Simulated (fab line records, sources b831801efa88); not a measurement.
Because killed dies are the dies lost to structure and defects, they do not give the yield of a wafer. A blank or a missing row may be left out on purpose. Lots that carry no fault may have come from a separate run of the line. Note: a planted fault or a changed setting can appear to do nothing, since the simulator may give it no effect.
Matching of chambers -- flow gf180mcu -- cmp-02 running GF_V1_CMP_04: 4 sister chambers
The step polishes SiO2. 14 wafers are shown with their chamber, then 6 later ones without.

## EACH WAFER AND ITS CHAMBER
wafer,chamber,motor-current-A (A),time-to-endpoint-s (s)
L680.2,3,10.2,77
L680.3,2,12.1,76
L680.5,1,11.3,80
L681.2,3,10.0,79
L681.3,1,10.9,81
L681.6,0,10.0,82
L682.2,1,10.9,75
L682.3,0,10.6,79
L682.4,2,11.4,82
L683.2,1,11.7,76
L683.3,0,10.6,82
L683.6,2,11.4,86
L685.3,3,10.4,79
L685.4,2,11.3,82

SIGNATURES, as means of the wafers listed above
reading,chamber 0,chamber 1,chamber 2,chamber 3,scatter within a chamber
motor-current-A,10.400,11.200,11.550,10.200,0.342
time-to-endpoint-s,81.00,78.00,81.50,78.33,2.93
Rule: a wafer lies at a distance from a chamber equal to the root of the sum of squares, over the readings, of (its reading less the chamber's mean, divided by the reading's scatter). The wafer belongs to the nearest chamber; if the next one is less than 2 further off, it can't be placed. The scatter: take each reading less its chamber's mean, square it, sum over the shown wafers, divide by the number of wafers less the number of chambers, and take the root.

## WAFERS WITH NO CHAMBER GIVEN
wafer,motor-current-A (A),time-to-endpoint-s (s)
L685.6,10.4,84
L689.2,10.5,76
L689.5,11.5,83
L689.6,12.0,84
L699.2,11.0,87
L699.6,10.2,90

## THE CHAMBER EACH PASSED THROUGH
wafer,from the rows above,in truth
L685.6,can't be placed: 0 or 3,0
L689.2,can't be placed: 3 or 0 or 1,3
L689.5,can't be placed: 2 or 1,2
L689.6,can't be placed: 2 or 1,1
L699.2,can't be placed: 2 or 0 or 1 or 3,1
L699.6,can't be placed: 0 or 3 or 2 or 1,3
Correctly placed: 0 of 6. Can't be placed from these rows: 6 (the true chamber is among the candidates in 6). 0 placed wrongly.
